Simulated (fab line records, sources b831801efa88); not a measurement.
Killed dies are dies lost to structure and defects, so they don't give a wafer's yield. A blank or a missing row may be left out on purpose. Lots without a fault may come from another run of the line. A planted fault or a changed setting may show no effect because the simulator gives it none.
One fault seen from 2 desks | flow sky130 | each desk has only its own numbers; what lay behind them comes last

THE TOOL OWNER'S DESK: implanter-04
The tool's own readings at SKY_LDD_P_IMPLANT_09: means of the sampled wafers that have a number, for each lot that ran on this tool. A lot is out of limits, marked OUT, if its mean lies more than 4 standard deviations from the usual mean; the brackets give that distance.
Columns: A = dose_ions_cm2 at SKY_LDD_P_IMPLANT_09, usual 1e+13; B = faraday_current_uA at SKY_LDD_P_IMPLANT_09, usual 56.3
lot  | first seen here | A                       | B
L998 | day 19 03:53    | 1e+13                   | 55.5
L105 | day 22 05:17    | 1e+13                   | 57.2
L109 | day 23 11:17    | 4e+12 (-99 or more) OUT | 19.5 (-33) OUT
L112 | day 24 07:44    | 3e+12 (-99 or more) OUT | 19.3 (-34) OUT
This desk's finding: out of limits on L109, L112; first on L109, day 23 11:17 (dose_ions_cm2 at SKY_LDD_P_IMPLANT_09). In limits: L998, L105.

THE METROLOGY DESK
What the gauges read, lot by lot, whatever tool the lot ran on: means of the sampled wafers that have a number. A lot is out of limits, marked OUT, if its mean lies more than 4 standard deviations from the usual mean; the brackets give that distance.
Columns: A = VT_ADJUST_PCH_TW at SKY_VT_ADJUST_PCH_TW_MEAS_10, usual 141.2; B = LDD_P_TW at SKY_LDD_P_TW_MEAS_11, usual 631
lot  | first seen here | A     | B
L997 | day 10 05:47    | 142.7 | 636
L998 | day 10 15:12    | 142.0 | 635
L999 | day 11 07:44    | 140.9 | 624
L100 | day 11 11:41    | 140.6 | 637
L101 | day 11 21:21    | 143.2 | 634
L105 | day 13 00:20    | 140.4 | 625
L109 | day 14 04:44    | 142.3 | 458 (-37) OUT
L112 | day 15 00:51    | 140.7 | 459 (-37) OUT
L116 | day 16 13:27    | 141.1 | 632
L118 | day 17 00:32    | 140.8 | 637
L119 | day 17 04:26    | 140.2 | 624
L120 | day 17 13:56    | 140.3 | 634
This desk's finding: out of limits on L109, L112; first on L109, day 23 11:32 (LDD_P_TW at SKY_LDD_P_TW_MEAS_11). In limits: L997, L998, L999, L100, L101, L105, L116, L118, L119, L120.

PUT TOGETHER
The tool owner's desk could have raised an alarm at day 23 11:17, on L109, L112.
The metrology desk could have raised an alarm at day 23 11:32, on L109, L112.
Of the lots named, all ran SKY_LDD_P_IMPLANT_09 on implanter-04.

WHAT THE SIMULATOR HAD PUT IN
Process parameter drift: implanter-04, from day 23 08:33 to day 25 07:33, at SKY_LDD_P_IMPLANT_09. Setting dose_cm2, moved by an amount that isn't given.
Lots struck among those shown: L109, L112.
Hours from the fault's start to each desk's first reading out of limits: the tool owner's desk, 3; the metrology desk, 3.
